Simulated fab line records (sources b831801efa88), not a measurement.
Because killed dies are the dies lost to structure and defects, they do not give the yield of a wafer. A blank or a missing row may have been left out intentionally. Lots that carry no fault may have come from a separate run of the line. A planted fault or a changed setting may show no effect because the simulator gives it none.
Lot-split experiment | flow gf180mcu | 23 wafers read across 5 lots, on a route 602 steps long

SPLIT DETAILS
At GF_VT_IMPLANT_IMPLANT_08, the setting dose_cm2 was moved away from the recipe's 8.29e+12 on 8 of the 23 wafers read, by -17.7% to -5.8%. The other wafers ran this setting at the recipe's value.

FROM THE SPLIT ON TO THE READING: in between, the file shows 1 step
- GF_VT_IMPLANT_STRIP_09: strips in O2/N2

THE READING
VT_IMPLANT_TW, at GF_VT_IMPLANT_TW_MEAS_10. Fault-free wafers of this fab line usually give 567, standard deviation 3.8.

wafer  | tool, chamber at the split | dose_cm2 as run | against the recipe | VT_IMPLANT_TW | against lot-mates on the recipe
L079.2 | implanter-02, 0            | 8.29e+12        | recipe             | 562           | -
L079.3 | implanter-02, 0            | 8.29e+12        | recipe             | 565           | -
L079.4 | implanter-02, 0            | 8.29e+12        | recipe             | 563           | -
L079.5 | implanter-02, 0            | 6.917e+12       | -16.6%             | 535           | -28
L079.6 | implanter-02, 0            | 6.917e+12       | -16.6%             | 536           | -27
L080.2 | implanter-02, 0            | 8.29e+12        | recipe             | 569           | -
L080.5 | implanter-02, 0            | 8.29e+12        | recipe             | 571           | -
L080.6 | implanter-02, 0            | 8.29e+12        | recipe             | 569           | -
L081.1 | implanter-03, 0            | 7.806e+12       | -5.8%              | 558           | -11
L081.2 | implanter-03, 0            | 8.29e+12        | recipe             | 570           | -
L081.3 | implanter-03, 0            | 7.806e+12       | -5.8%              | 558           | -11
L081.4 | implanter-03, 0            | 7.806e+12       | -5.8%              | 561           | -8
L081.5 | implanter-03, 0            | 8.29e+12        | recipe             | 568           | -
L082.1 | implanter-01, 0            | 8.29e+12        | recipe             | 565           | -
L082.2 | implanter-01, 0            | 8.29e+12        | recipe             | 570           | -
L082.3 | implanter-01, 0            | 8.29e+12        | recipe             | 571           | -
L082.5 | implanter-01, 0            | 8.29e+12        | recipe             | 572           | -
L082.6 | implanter-01, 0            | 8.29e+12        | recipe             | 571           | -
L084.1 | implanter-01, 0            | 6.824e+12       | -17.7%             | 536           | -34
L084.2 | implanter-01, 0            | 8.29e+12        | recipe             | 571           | -
L084.4 | implanter-01, 0            | 8.29e+12        | recipe             | 569           | -
L084.5 | implanter-01, 0            | 6.824e+12       | -17.7%             | 535           | -35
L084.6 | implanter-01, 0            | 6.824e+12       | -17.7%             | 538           | -32

FIT RESULTS
A straight line over all 23 wafers: VT_IMPLANT_TW changes by +1.87 for each +1% of dose_cm2; r = +0.98; the points scatter about the line by 2.8.
The same after taking each lot's own level away (the mean of its wafers on the recipe; 23 wafers): +1.82 for each +1%; r = +0.99; scatter 1.8.
The reading moves by 32 for the largest change in dose_cm2, on that fit.
The span of the lots' own levels, 563.3 to 570.0, comes to 1.8 times the standard deviation stated above.
The two slopes are in agreement: the lot-to-lot level therefore moves the slope only a little.
Check: for one of the wafers moved furthest among these (-17.7%), held out of the fit, the line's prediction against its lot-mates is -31.6. It came out at -34 against them.

FURTHER SPLITS ON THESE WAFERS
Before the reading, these wafers also passed through other splits. Each is held against what the fit with the lots' levels taken away leaves over:
other split on the same wafers   | wafers away from the commonest value | r with VT_IMPLANT_TW (lot level and that fit taken away)
GF_STI_CVD_03 pressure_mtorr     | 15                                   | -0.04
GF_NWELL_COAT_02 resist_thk_nm   | 9                                    | -0.05
GF_NWELL_IMPLANT_08 energy_kev   | 10                                   | -0.49
GF_LVPWELL_COAT_02 spin_rpm      | 6                                    | -0.25
GF_LVPWELL_IMPLANT_09 dose_cm2   | 8                                    | -0.28
GF_MVPSD_STRIP_10 pressure_mtorr | 18                                   | -0.06

THE FILE'S OWN FIT
VT_IMPLANT_TW changes by +1.8 for each +1% of dose_cm2, r = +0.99.
